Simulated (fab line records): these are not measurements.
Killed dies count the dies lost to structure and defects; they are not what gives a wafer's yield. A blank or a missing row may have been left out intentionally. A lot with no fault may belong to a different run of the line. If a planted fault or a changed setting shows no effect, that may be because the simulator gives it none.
fab line records -- flow sky130
[record] lots = 7, wafers = 21, last_day = 50
route steps=708 shown SONOS_TUNNEL@156 SONOS_ONO@168 PAD_OPEN@708
lots that met no fault: from a run of the same line without faults
start_h: hours from the record's opening day to when the first of the lot's shown wafers began -- wait_h: hours since the lot's step before -- " identical to the entry in the row above -- L1.1+2: one row covering several wafers at once -- - no value, or no start given -- * or withheld: withheld -- < > ~ a bound
route shown NAME@n: NAME is a module with steps in the file, n the number in the route of the first one -- usual: the fault-free wafers' mean and standard deviation -- same: alike in all rows -- chamber/n: place in a boat -- sites: per-site readings -- _std_site: standard deviation across them -- _edge_site: mean of outer sites minus mean of inner sites -- radius_mm: how far each site lies from the wafer's centre -- mask NAME#n: copy n -- behind: tool/chamber where the wafer was last shaped -- hold: why the lot went on hold/how many hours it stayed there/how the hold came to an end -- device: whichever transistor did not switch (one of n, p or np) -- end of line: the route-end tests of the same wafers -- a step without rows: its recipe alone -- killed: the dies lost at the first sort to structure and to defects; this is not the yield of the wafer -- map: a wafer's dies, marking killed ones x, the rest . and places with no die _
set.NAME: the run value of the setting; set.NAME@STEP: its run value at that earlier step -- model.NAME: the simulator's own value behind a step, which no gauge read
certain route steps with their lots: each step a table, each wafer a row
services: from which hour (start_h, from the record's first day; less than 0 if before it) a tool's chamber was out of use, for how many hours, and why
[[steps]]
[step SKY_SONOS_TUNNEL_COAT_02]
[recipe] resist = NOVOLAK, spin_rpm = 3000, resist_thk_nm = 1140
[step SKY_SONOS_TUNNEL_SOFTBAKE_03]
[recipe] temp_c = 90, time_s = 60, resist = NOVOLAK
[step SKY_SONOS_TUNNEL_EXPOSE_04]
[recipe] mask_id = TUNM, na = 0.6, source_shape = conventional, sigma_outer = 0.6, polarization = unpolarized, target_cd_nm = 410, dose_mj = 136
[step SKY_SONOS_TUNNEL_PEB_05]
[recipe] temp_c = withheld, time_s = *, resist = NOVOLAK
[step SKY_SONOS_TUNNEL_DEVELOP_06]
[recipe] resist = NOVOLAK, developer = TMAH, develop_time_s = 60, dev_temp_c = 23
[step SKY_SONOS_TUNNEL_CD_MEAS_07]
[recipe] target_cd_nm = 410
[usual] cd_nm = 409.5/1.9
lot.wafer,tool,chamber,start_h,wait_h,cd_nm
L386.2,cd_sem-02,-,260.48,0.1,409.1
L386.3,cd_sem-02,-,260.48,0.1,411.0
L386.4,cd_sem-02,-,260.48,0.1,410.2
L390.1,cd_sem-01,-,309.71,0.1,408.0
L390.5,cd_sem-01,-,309.71,0.1,407.0
L390.6,cd_sem-01,-,309.71,0.1,409.3
L401.1,cd_sem-01,-,385.55,0.1,411.8
L401.3,cd_sem-01,-,385.55,0.1,408.7
L401.6,cd_sem-01,-,385.55,0.1,408.7
L402.1,cd_sem-01,-,410.35,0.1,409.4
L402.2,cd_sem-01,-,410.35,0.1,408.8
L402.6,cd_sem-01,-,410.35,0.1,409.7
L403.2,cd_sem-02,-,414.23,0.1,408.7
L403.3,cd_sem-02,-,414.23,0.1,410.8
L403.6,cd_sem-02,-,414.23,0.1,411.5
L404.1,cd_sem-02,-,415.05,0.1,408.3
L404.2,cd_sem-02,-,415.05,0.1,410.3
L404.5,cd_sem-02,-,415.05,0.1,409.2
L405.4,cd_sem-01,-,420.56,0.1,407.8
L405.5,cd_sem-01,-,420.56,0.1,409.6
L405.6,cd_sem-01,-,420.56,0.1,409.7
[step SKY_SONOS_TUNNEL_OVL_MEAS_08]
[usual] SONOS_TUNNEL_OVL = 1.0/1.3
lot.wafer,tool,chamber,start_h,wait_h,SONOS_TUNNEL_OVL[nm]
L386.2,overlay-02,-,260.59,0.1,1.9
L386.3,overlay-02,-,260.59,0.1,0.5
L386.4,overlay-02,-,260.59,0.1,-0.1
L390.1,overlay-01,-,309.83,0.1,-0.6
L390.5,overlay-01,-,309.83,0.1,-1.2
L390.6,overlay-01,-,309.83,0.1,0.3
L401.1,overlay-02,-,385.67,0.1,0.6
L401.3,overlay-02,-,385.67,0.1,1.1
L401.6,overlay-02,-,385.67,0.1,0.9
L402.1,overlay-01,-,410.47,0.1,0.3
L402.2,overlay-01,-,410.47,0.1,2.1
L402.6,overlay-01,-,410.47,0.1,1.7
L403.2,overlay-01,-,414.34,0.1,-1.5
L403.3,overlay-01,-,414.34,0.1,-0.8
L403.6,overlay-01,-,414.34,0.1,-1.1
L404.1,overlay-02,-,415.17,0.1,-1.0
L404.2,overlay-02,-,415.17,0.1,-0.2
L404.5,overlay-02,-,415.17,0.1,-1.6
L405.4,overlay-01,-,420.64,0.1,1.5
L405.5,overlay-01,-,420.64,0.1,2.0
L405.6,overlay-01,-,420.64,0.1,2.4
[step SKY_SONOS_TUNNEL_IMPLANT_09]
[recipe] species = B, energy_kev = 20, dose_cm2 = 1e+12, tilt_deg = withheld
[step SKY_SONOS_TUNNEL_WET_ETCH_10]
[recipe] chemistry = dHF, target_depth_nm = 14, target = SiO2, dilution = 100:1, temp_c = 25, time_s = 280
[step SKY_SONOS_TUNNEL_STRIP_11]
[recipe] chemistry = SPM, time_s = 600, temp_c = 130
[step SKY_SONOS_TUNNEL_TW_MEAS_12]
[usual] SONOS_TUNNEL_TW = 197.7/1.1
lot.wafer,tool,chamber,start_h,wait_h,SONOS_TUNNEL_TW
L386.2,film_metro-02,-,261.04,0.0,198.7
L386.3,film_metro-02,-,261.04,0.0,198.3
L386.4,film_metro-02,-,261.04,0.0,198.3
L390.1,film_metro-02,-,310.28,0.0,197.0
L390.5,film_metro-02,-,310.28,0.0,197.4
L390.6,film_metro-02,-,310.28,0.0,199.2
L401.1,film_metro-01,-,386.29,0.0,197.4
L401.3,film_metro-01,-,386.29,0.0,198.5
L401.6,film_metro-01,-,386.29,0.0,197.1
L402.1,film_metro-02,-,410.92,0.0,196.6
L402.2,film_metro-02,-,410.92,0.0,196.1
L402.6,film_metro-02,-,410.92,0.0,196.4
L403.2,film_metro-03,-,414.79,0.0,195.8
L403.3,film_metro-03,-,414.79,0.0,196.6
L403.6,film_metro-03,-,414.79,0.0,196.0
L404.1,film_metro-03,-,415.66,0.0,197.2
L404.2,film_metro-03,-,415.66,0.0,197.1
L404.5,film_metro-03,-,415.66,0.0,196.9
L405.4,film_metro-01,-,421.10,0.0,197.3
L405.5,film_metro-01,-,421.10,0.0,195.7
L405.6,film_metro-01,-,421.10,0.0,197.0
[step SKY_SONOS_TUNNEL_CLEAN_13]
[recipe] chemistry = dHF, time_s = 20, dilution = 100:1, dry = ipa_marangoni
[step SKY_SONOS_ONO_OXIDATION_00]
[recipe] temp_c = 800, ambient = O2, idle_temp_c = 700, ramp_up_c_per_min = 10, ramp_down_c_per_min = 3, stabilise_s = 600, purge_s = 300, target_thk_a = 26, ox_time_s = 1249
[usual] zone_power_top_pct = 25.4/1.4, zone_power_upper_pct = 15.85/0.28
lot.wafer,tool,chamber,start_h,wait_h,zone_power_top_pct,zone_power_upper_pct,model.SiO2_of_SONOS_ONO_OXIDATION_00.thk_nm
L386.2,furnace-02,0,261.43,0.3,24.5,15.67,2.513
L386.3,furnace-02,0,261.43,0.3,24.1,15.29,2.52
L386.4,furnace-02,0,261.43,0.3,24.4,15.60,2.49
L390.1,furnace-02,0,311.16,0.4,24.4,15.72,2.591
L390.5,furnace-02,0,311.16,0.4,24.2,15.49,2.601
L390.6,furnace-02,0,311.16,0.4,24.4,15.70,2.555
L401.1,furnace-02,0,388.21,1.8,24.6,15.68,2.9
L401.3,furnace-02,0,388.21,1.8,24.5,15.54,2.946
L401.6,furnace-02,0,388.21,1.8,24.2,15.93,2.864
L402.1,furnace-02,0,411.71,0.7,24.0,15.52,2.94
L402.2,furnace-02,0,411.71,0.7,24.3,15.85,2.919
L402.6,furnace-02,0,411.71,0.7,24.3,15.57,2.96
L403.2,furnace-02,0,414.85,0.0,24.2,15.63,2.921
L403.3,furnace-02,0,414.85,0.0,24.5,15.68,2.893
L403.6,furnace-02,0,414.85,0.0,24.4,15.63,2.876
L404.1,furnace-01,0,416.93,1.2,27.3,15.99,2.607
L404.2,furnace-01,0,416.93,1.2,27.5,16.11,2.628
L404.5,furnace-01,0,416.93,1.2,26.9,16.11,2.613
L405.4,furnace-01,0,422.93,1.8,27.3,16.34,2.563
L405.5,furnace-01,0,422.93,1.8,27.5,16.06,2.579
L405.6,furnace-01,0,422.93,1.8,27.4,16.14,2.575
[step SKY_SONOS_ONO_THK_MEAS_01]
[recipe] reads = SiO2_of_SONOS_ONO_OXIDATION_00
[usual] SONOS_ONO_OXIDATION_THK = 2.59/0.059
lot.wafer,tool,chamber,start_h,wait_h,hold,SONOS_ONO_OXIDATION_THK[nm]
L386.2,film_metro-03,-,262.78,0.0,-,2.54
L386.3,film_metro-03,-,262.78,0.0,-,2.51
L386.4,film_metro-03,-,262.78,0.0,-,2.51
L390.1,film_metro-02,-,312.50,0.0,-,2.60
L390.5,film_metro-02,-,312.50,0.0,-,2.62
L390.6,film_metro-02,-,312.50,0.0,-,2.52
L401.1,film_metro-04,-,389.55,0.0,await_dispo/0.2h/release,2.90
L401.3,film_metro-04,-,389.55,0.0,await_dispo/0.2h/release,2.98
L401.6,film_metro-04,-,389.55,0.0,await_dispo/0.2h/release,2.86
L401.1,film_metro-04,-,389.78,0.2,-,2.95
L401.3,film_metro-04,-,389.78,0.2,-,2.93
L401.6,film_metro-04,-,389.78,0.2,-,2.89
L402.1,film_metro-02,-,413.06,0.0,await_dispo/0.2h/release,2.96
L402.2,film_metro-02,-,413.06,0.0,await_dispo/0.2h/release,2.94
L402.6,film_metro-02,-,413.06,0.0,await_dispo/0.2h/release,2.98
L402.1,film_metro-02,-,413.28,0.2,-,2.98
L402.2,film_metro-02,-,413.28,0.2,-,2.89
L402.6,film_metro-02,-,413.28,0.2,-,2.98
L403.2,film_metro-03,-,416.21,0.0,await_dispo/0.2h/release,2.92
L403.3,film_metro-03,-,416.21,0.0,await_dispo/0.2h/release,2.90
L403.6,film_metro-03,-,416.21,0.0,await_dispo/0.2h/release,2.88
L403.2,film_metro-03,-,416.43,0.2,-,2.92
L403.3,film_metro-03,-,416.43,0.2,-,2.94
L403.6,film_metro-03,-,416.43,0.2,-,2.92
L404.1,film_metro-04,-,418.28,0.0,-,2.60
L404.2,film_metro-04,-,418.28,0.0,-,2.63
L404.5,film_metro-04,-,418.28,0.0,-,2.58
L405.4,film_metro-03,-,424.30,0.0,-,2.52
L405.5,film_metro-03,-,424.30,0.0,-,2.60
L405.6,film_metro-03,-,424.30,0.0,-,2.53
[step SKY_PAD_OPEN_PROBE_99]
[usual] killed_at_M0_to_M3 = 43/6.7, killed_at_M4_up = 3.2/1.8, killed_at_contacts = 25/5.2, killed_at_front_end = 15/4.4, killed_at_other = 0.2/0.4, killed_dies = 87/9.3, killed_open = 48/7.1, killed_short = 39/6
[same] gross_dies = 492, killed_at_back_side = 0
lot.wafer,tool,chamber,start_h,wait_h,killed_at_M0_to_M3,killed_at_M4_up,killed_at_contacts,killed_at_front_end,killed_at_other,killed_dies,killed_open,killed_short,model.etest.cap_ono.gate_log10_a_cm2,model.etest.cap_ono.tox_acc_nm,model.etest.sonos_erased.vt_v,model.etest.sonos_baked.vt_less_v
L386.2,prober-01,-,1084.18,0.1,48,5,33,11,0,97,52,45,-7.79,12.77,-2.39,-0.5535
L386.3,prober-01,-,1084.23,0.2,51,3,16,17,0,87,37,50,-7.803,12.76,-2.391,-0.5747
L386.4,prober-01,-,1084.28,0.2,39,3,31,11,0,84,44,40,-7.797,12.78,-2.386,-0.6018
L390.1,prober-02,-,1120.49,0.1,43,0,28,9,0,80,45,35,-7.973,12.93,-2.273,-0.4836
L390.5,prober-02,-,1120.69,0.2,53,3,25,15,0,96,50,46,-7.959,12.9,-2.322,-0.5187
L390.6,prober-02,-,1120.74,0.2,42,2,24,16,0,84,44,40,-7.964,12.92,-2.259,-0.5332
L401.1,prober-02,-,1176.73,0.1,44,1,29,10,1,85,50,35,-8.166,13.07,-2.094,-0.4612
L401.3,prober-02,-,1176.83,0.2,37,1,26,19,0,83,38,45,-8.512,13.33,-1.887,-0.4059
L401.6,prober-02,-,1176.98,0.2,49,5,19,20,0,93,50,43,-8.373,13.27,-2.003,-0.3998
L402.1,prober-01,-,1185.30,0.1,36,4,28,18,0,86,44,42,-8.319,13.23,-1.99,-0.4114
L402.2,prober-01,-,1185.35,0.1,36,3,27,14,0,80,48,32,-8.337,13.19,-2.008,-0.353
L402.6,prober-01,-,1185.55,0.2,51,3,30,8,0,92,52,40,-8.383,13.28,-1.938,-0.3856
L403.2,prober-02,-,1188.10,0.1,41,5,21,20,0,87,48,39,-8.086,13,-2.052,-0.4391
L403.3,prober-02,-,1188.15,0.2,37,6,33,12,0,88,48,40,-8.129,12.99,-2.08,-0.4385
L403.6,prober-02,-,1188.30,0.2,28,3,27,10,0,68,32,36,-8.048,13.02,-2.108,-0.376
L404.1,prober-01,-,1188.72,0.1,51,4,38,12,0,105,51,54,-7.913,12.85,-2.29,-0.4859
L404.2,prober-01,-,1188.77,0.1,48,4,29,23,1,105,48,57,-7.897,12.81,-2.313,-0.4988
L404.5,prober-01,-,1188.92,0.2,47,7,22,15,0,91,55,36,-7.789,12.81,-2.28,-0.5688
L405.4,prober-02,-,1194.77,0.2,37,2,32,12,1,84,46,38,-8.003,12.94,-2.297,-0.5025
L405.5,prober-02,-,1194.82,0.2,40,3,39,15,0,97,58,39,-7.912,12.96,-2.279,-0.5092
L405.6,prober-02,-,1194.87,0.2,43,5,32,11,0,91,49,42,-8.224,13.09,-2.198,-0.5078
// killed by level:class
L386.2 LI_CONTACT:geometric_particle:open=12 METAL1:geometric_particle:short=11 VIA1:geometric_particle:open=10 VIA3:geometric_particle:open=9 LOCAL_INTERCONNECT:geometric_particle:short=6 CONTACT:geometric_particle:short=6 VIA2:geometric_particle:open=5 METAL2:geometric_particle:short=5
L386.3 VIA1:geometric_particle:short=8 VIA3:geometric_particle:open=7 METAL1:geometric_particle:short=7 POLY_GATE:geometric_particle:short=6 LOCAL_INTERCONNECT:geometric_particle:short=6 VIA1:geometric_particle:open=6 CONTACT:geometric_particle:short=5 VIA3:geometric_particle:short=5
L386.4 VIA1:geometric_particle:open=10 CONTACT:geometric_particle:open=8 LI_CONTACT:geometric_particle:open=7 METAL1:geometric_particle:short=7 VIA2:geometric_particle:open=6 POLY_GATE:geometric_particle:open=5 LI_CONTACT:geometric_particle:short=5 CONTACT:geometric_particle:short=5
L390.1 VIA1:geometric_particle:open=12 CONTACT:geometric_particle:open=9 CONTACT:geometric_particle:short=8 VIA3:geometric_particle:open=7 LOCAL_INTERCONNECT:geometric_particle:short=6 VIA1:geometric_particle:short=5 LI_CONTACT:geometric_particle:open=4 VIA2:geometric_particle:open=4
L390.5 VIA2:geometric_particle:open=10 VIA1:geometric_particle:short=10 LI_CONTACT:geometric_particle:open=8 VIA1:geometric_particle:open=8 VIA3:geometric_particle:open=8 CONTACT:geometric_particle:open=6 LOCAL_INTERCONNECT:geometric_particle:short=5 METAL2:geometric_particle:short=5
L390.6 VIA1:geometric_particle:open=12 CONTACT:geometric_particle:open=9 METAL1:geometric_particle:short=6 VIA3:geometric_particle:open=6 VIA1:geometric_particle:short=6 LI_CONTACT:geometric_particle:open=5 VIA2:geometric_particle:open=5 FIELD_ISO:geometric_particle:short=4
L401.1 CONTACT:geometric_particle:open=18 VIA1:geometric_particle:open=9 METAL1:geometric_particle:short=8 CONTACT:geometric_particle:short=5 METAL2:geometric_particle:short=5 VIA2:geometric_particle:short=5 VIA3:geometric_particle:open=4 FIELD_ISO:geometric_particle:open=3
L401.3 METAL1:geometric_particle:short=10 CONTACT:geometric_particle:open=10 FIELD_ISO:geometric_particle:short=8 VIA2:geometric_particle:open=7 FIELD_ISO:geometric_particle:open=6 CONTACT:geometric_particle:short=6 LI_CONTACT:geometric_particle:open=4 VIA1:geometric_particle:open=4
L401.6 VIA1:geometric_particle:open=14 VIA3:geometric_particle:open=8 POLY_GATE:geometric_particle:short=6 LOCAL_INTERCONNECT:geometric_particle:short=6 METAL1:geometric_particle:short=6 VIA2:geometric_particle:open=5 METAL4:geometric_particle:short=5 FIELD_ISO:geometric_particle:open=4
L402.1 CONTACT:geometric_particle:open=9 FIELD_ISO:geometric_particle:short=8 VIA1:geometric_particle:open=8 CONTACT:geometric_particle:short=7 VIA2:geometric_particle:open=7 LI_CONTACT:geometric_particle:open=5 METAL1:geometric_particle:short=5 FIELD_ISO:geometric_particle:open=4
L402.2 VIA1:geometric_particle:open=13 CONTACT:geometric_particle:open=12 LI_CONTACT:geometric_particle:open=8 CONTACT:geometric_particle:short=5 VIA3:geometric_particle:open=5 FIELD_ISO:geometric_particle:short=4 VIA3:geometric_particle:short=4 VIA2:geometric_particle:open=4
L402.6 VIA1:geometric_particle:open=13 CONTACT:geometric_particle:open=12 VIA2:geometric_particle:open=8 LI_CONTACT:geometric_particle:open=7 METAL1:geometric_particle:short=6 LI_CONTACT:geometric_particle:short=5 CONTACT:geometric_particle:short=5 VIA1:geometric_particle:short=5
L403.2 VIA3:geometric_particle:open=11 CONTACT:geometric_particle:open=9 LI_CONTACT:geometric_particle:open=5 VIA2:geometric_particle:open=5 POLY_GATE:geometric_particle:open=4 POLY_GATE:geometric_particle:short=4 SPACER:geometric_particle:short=4 METAL1:geometric_particle:short=4
L403.3 LI_CONTACT:geometric_particle:open=12 CONTACT:geometric_particle:open=11 METAL1:geometric_particle:short=7 LOCAL_INTERCONNECT:geometric_particle:short=6 METAL2:geometric_particle:short=5 VIA1:geometric_particle:open=5 VIA1:geometric_particle:short=5 METAL4:geometric_particle:short=4
L403.6 LI_CONTACT:geometric_particle:open=9 LI_CONTACT:geometric_particle:short=6 VIA1:geometric_particle:open=6 LOCAL_INTERCONNECT:geometric_particle:short=5 VIA3:geometric_particle:open=5 FIELD_ISO:geometric_particle:short=4 CONTACT:geometric_particle:open=4 METAL1:geometric_particle:short=4
L404.1 VIA1:geometric_particle:open=14 CONTACT:geometric_particle:open=13 CONTACT:geometric_particle:short=8 METAL1:geometric_particle:short=8 LI_CONTACT:geometric_particle:open=7 LOCAL_INTERCONNECT:geometric_particle:short=7 FIELD_ISO:geometric_particle:short=6 VIA3:geometric_particle:short=6
L404.2 VIA1:geometric_particle:open=10 FIELD_ISO:geometric_particle:short=9 CONTACT:geometric_particle:open=8 CONTACT:geometric_particle:short=8 VIA3:geometric_particle:open=7 LOCAL_INTERCONNECT:geometric_particle:short=7 VIA1:geometric_particle:short=6 VIA2:geometric_particle:open=6
L404.5 VIA1:geometric_particle:open=12 CONTACT:geometric_particle:open=10 VIA2:geometric_particle:open=8 FIELD_ISO:geometric_particle:open=7 METAL1:geometric_particle:short=7 METAL2:geometric_particle:short=5 VIA3:geometric_particle:open=5 LI_CONTACT:geometric_particle:open=4
L405.4 CONTACT:geometric_particle:open=13 VIA1:geometric_particle:open=10 VIA1:geometric_particle:short=8 CONTACT:geometric_particle:short=7 LI_CONTACT:geometric_particle:open=6 METAL1:geometric_particle:short=5 VIA3:geometric_particle:open=4 POLY_GATE:geometric_particle:short=3
L405.5 CONTACT:geometric_particle:open=13 LI_CONTACT:geometric_particle:open=12 VIA1:geometric_particle:open=11 METAL2:geometric_particle:short=9 FIELD_ISO:geometric_particle:open=6 CONTACT:geometric_particle:short=6 POLY_GATE:geometric_particle:open=5 VIA3:geometric_particle:open=5
L405.6 CONTACT:geometric_particle:open=9 LOCAL_INTERCONNECT:geometric_particle:short=8 VIA1:geometric_particle:open=8 VIA2:geometric_particle:open=8 LI_CONTACT:geometric_particle:open=7 VIA3:geometric_particle:open=6 CONTACT:geometric_particle:short=5 VIA1:geometric_particle:short=5
[[services]]
tool,chamber,start_h,hours,kind
furnace-02,-,335.85,4.4,pm
furnace-01,-,402.94,3.5,pm
[[key]]
[first_sign] step = SKY_SONOS_ONO_THK_MEAS_01, reading = visit, direction = added
[effect] step = SKY_SONOS_ONO_THK_MEAS_01, reading = SONOS_ONO_OXIDATION_THK, direction = up, sigmas = 5.7, usual = 2.59, struck = 2.92
[model_effect] step = SKY_SONOS_ONO_OXIDATION_00, value = SiO2_of_SONOS_ONO_OXIDATION_00.thk_nm, without = 2.62, struck = 2.913
[model_effect] step = SKY_PAD_OPEN_PROBE_99, value = etest.cap_ono.gate_log10_a_cm2, without = -7.918, struck = -8.261
met_at SKY_SONOS_ONO_OXIDATION_00
struck_wafers L401.1,L401.3,L401.6,L402.1,L402.2,L402.6,L403.2,L403.3,L403.6
tester_left_out L401,L402,L403
onset_between 311.16 388.21
[fault] kind = process_parameter_drift, tool = furnace-02, chamber = -, onset_h = 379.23, steps = SKY_SONOS_ONO_OXIDATION_00, channel = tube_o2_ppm, offset = 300, shape = step, end_h = 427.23
// tester_left_out: of these lots the tester's yield and bins aren't shown, on N5 and GAA mostly nor the transistor test; their killed dies are dies lost to structure and defects alone, not to doping, threshold or leakage, so they don't give the yield
